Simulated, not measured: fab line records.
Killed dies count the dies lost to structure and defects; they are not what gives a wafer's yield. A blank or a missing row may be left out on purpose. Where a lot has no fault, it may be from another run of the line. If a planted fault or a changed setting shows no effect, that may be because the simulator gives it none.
2 desks looking at one fault    flow gf180mcu    each desk has only its own numbers; what lay behind them comes last

## TOOL OWNER'S DESK, pvd_sputter-04
The tool's own readings at GF_V2_SPUTTER_22 (material TiN, target thk 10 nm, time 40 s): means of the sampled wafers that have a number, for each lot that ran on this tool. The brackets show how far a lot's mean lies from the usual mean; more than 4 standard deviations puts the lot out of limits, marked OUT.
Columns: A = chamber_pressure_pa at GF_V2_SPUTTER_22, usual 5.000 Pa; B = throttle_valve_pct at GF_V2_SPUTTER_22, usual 30.0 %
lot   first seen here  A      B
L175  day 20 20:34     5.008  29.7
L176  day 21 03:44     5.007  30.8
L179  day 22 08:29     4.995  30.3
L183  day 23 11:14     5.006  30.3
L185  day 24 13:22     4.998  30.2
L193  day 27 03:12     5.007  30.2
L194  day 27 10:05     5.003  30.4
L195  day 27 18:16     5.002  30.3
Finding of this desk: none of the 8 lots has anything out of limits.

## METROLOGY DESK
Means of the sampled wafers that have a number, per lot and without regard to the tool the lot ran on: this is what the gauges read. The brackets show how far a lot's mean lies from the usual mean; more than 4 standard deviations puts the lot out of limits, marked OUT.
Columns: A = TOP_METAL_OVL at GF_TOP_METAL_OVL_MEAS_15, usual -0.5 nm
lot   first seen here  A
L175  day 28 14:25     -0.1
L176  day 28 19:55     -0.7
L178  day 29 08:34     -2.1
L179  day 29 20:07     0.7
L180  day 30 00:14     -0.7
L181  day 30 13:55     -3.0
L183  day 30 16:22     1.2
L184  day 31 06:13     0.7
L185  day 31 14:16     0.8
L193  day 33 14:31     -0.9
L194  day 33 20:22     -0.9
L195  day 34 01:31     -1.5
L197  day 34 10:46     0.3
Finding of this desk: none of the 13 lots has anything out of limits.

## ALL TOGETHER
The desk of the tool owner found nothing out of limits.
From the metrology desk's view, nothing was out of limits.

## WHAT THE SIMULATOR PUT IN
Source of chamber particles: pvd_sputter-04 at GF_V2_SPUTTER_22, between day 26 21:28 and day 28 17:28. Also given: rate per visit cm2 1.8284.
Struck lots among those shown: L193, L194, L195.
